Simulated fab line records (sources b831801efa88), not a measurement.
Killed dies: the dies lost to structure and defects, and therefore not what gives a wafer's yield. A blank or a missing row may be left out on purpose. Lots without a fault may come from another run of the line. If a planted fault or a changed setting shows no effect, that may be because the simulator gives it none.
Check for tools in common | flow gf180mcu | 12 lots, 42 wafers sampled

== WHAT PROMPTED THE OPENING ==
At GF_VT_IMPLANT_TW_MEAS_21 the reading VT_IMPLANT_2_TW is flagged on 2 of 12 lots. No-fault wafers: 1216, standard deviation 11.
Rule: a lot is flagged in two cases, either no wafer of it has a number, or all its wafers with numbers fall more than 4 standard deviations from that mean. As for the other lots, they are considered sound.

lot  | measured     | on            | VT_IMPLANT_2_TW, wafer by wafer | flag
L746 | day 6 21:20  | film-metro-02 | 1211 1205 1200                  |
L747 | day 7 09:02  | film-metro-03 | 1214 1217 1214                  |
L749 | day 7 14:24  | film-metro-02 | 1206 1209 1213                  |
L753 | day 8 15:29  | film-metro-04 | 1224 1229 1233                  |
L755 | day 8 20:24  | film-metro-02 | 1209 1208 1206                  |
L757 | day 9 15:23  | film-metro-02 | 1205 1206 1213                  |
L758 | day 9 20:25  | film-metro-02 | 1217 1205 1204                  |
L759 | day 10 03:52 | film-metro-02 | 1418 1408 1418 1415 1406 1409   | FLAGGED
L760 | day 10 06:20 | film-metro-02 | 1423 1416 1418 1415 1417 1414   | FLAGGED
L763 | day 11 04:41 | film-metro-04 | 1235 1226 1219                  |
L765 | day 11 19:05 | film-metro-04 | 1229 1225 1230                  |
L767 | day 12 09:14 | film-metro-03 | 1205 1209 1209                  |
The numbers of the flagged lots are 1415 on average: +199 against the usual, or +18 standard deviations.

== LOT BY LOT: THE TOOL USED ==
The record holds 1 process step before the reading, out of a route of 602 steps. Every cell lists first the tool, next ch and the chambers used by the sampled wafers, and last the start.
lot  | flag    | GF_VT_IMPLANT_IMPLANT_19
L746 |         | implanter-02 ch 0, day 6 21:05
L747 |         | implanter-04 ch 0, day 7 08:47
L749 |         | implanter-04 ch 0, day 7 14:09
L753 |         | implanter-02 ch 0, day 8 15:14
L755 |         | implanter-03 ch 0, day 8 20:10
L757 |         | implanter-04 ch 0, day 9 15:08
L758 |         | implanter-03 ch 0, day 9 20:10
L759 | FLAGGED | implanter-04 ch 0, day 10 03:39
L760 | FLAGGED | implanter-04 ch 0, day 10 06:05
L763 |         | implanter-03 ch 0, day 11 04:27
L765 |         | implanter-02 ch 0, day 11 18:50
L767 |         | implanter-02 ch 0, day 12 09:01
These steps, and what they do:
- GF_VT_IMPLANT_IMPLANT_19
- GF_VT_IMPLANT_TW_MEAS_21

== FLAGGED AGAINST TOTAL, ONE TOOL AT A TIME (gauges that did the reading follow at the end) ==
step                     | tool          | lots run | flagged | share of the flagged lots | sound lots run after its first flagged lot
GF_VT_IMPLANT_IMPLANT_19 | implanter-02  | 4        | 0       | none                      | -
GF_VT_IMPLANT_IMPLANT_19 | implanter-03  | 3        | 0       | none                      | -
GF_VT_IMPLANT_IMPLANT_19 | implanter-04  | 5        | 2       | all                       | 0
GF_VT_IMPLANT_TW_MEAS_21 | film-metro-02 | 7        | 2       | all                       | 0
GF_VT_IMPLANT_TW_MEAS_21 | film-metro-03 | 2        | 0       | none                      | -
GF_VT_IMPLANT_TW_MEAS_21 | film-metro-04 | 3        | 0       | none                      | -

== WHAT THE TABLE ALLOWS ==
In 2 table rows, all flagged lots were run: implanter-04 (GF_VT_IMPLANT_IMPLANT_19), film-metro-02 (GF_VT_IMPLANT_TW_MEAS_21).
- implanter-04 at GF_VT_IMPLANT_IMPLANT_19: 2 of its 5 lots flagged. It ran its last sound lot, L757, at day 9 15:08 and its first flagged lot, L759, at day 10 03:39: a fault with its onset between the two fits. Its own readings (dose-ions-cm2, faraday-current-uA) fall more than 4 standard deviations out on all wafers of the flagged lots.
- film-metro-02 at GF_VT_IMPLANT_TW_MEAS_21: 2 of its 7 lots flagged. It ran its last sound lot, L758, at day 9 20:25 and its first flagged lot, L759, at day 10 03:52: a fault with its onset between the two fits.
Because each of these 2 tools fits a fault that began at some hour, counting lots does not separate them. More lots, or a look at what each step does to the wafer, might.

== WHAT THE SIMULATOR HAD INSERTED ==
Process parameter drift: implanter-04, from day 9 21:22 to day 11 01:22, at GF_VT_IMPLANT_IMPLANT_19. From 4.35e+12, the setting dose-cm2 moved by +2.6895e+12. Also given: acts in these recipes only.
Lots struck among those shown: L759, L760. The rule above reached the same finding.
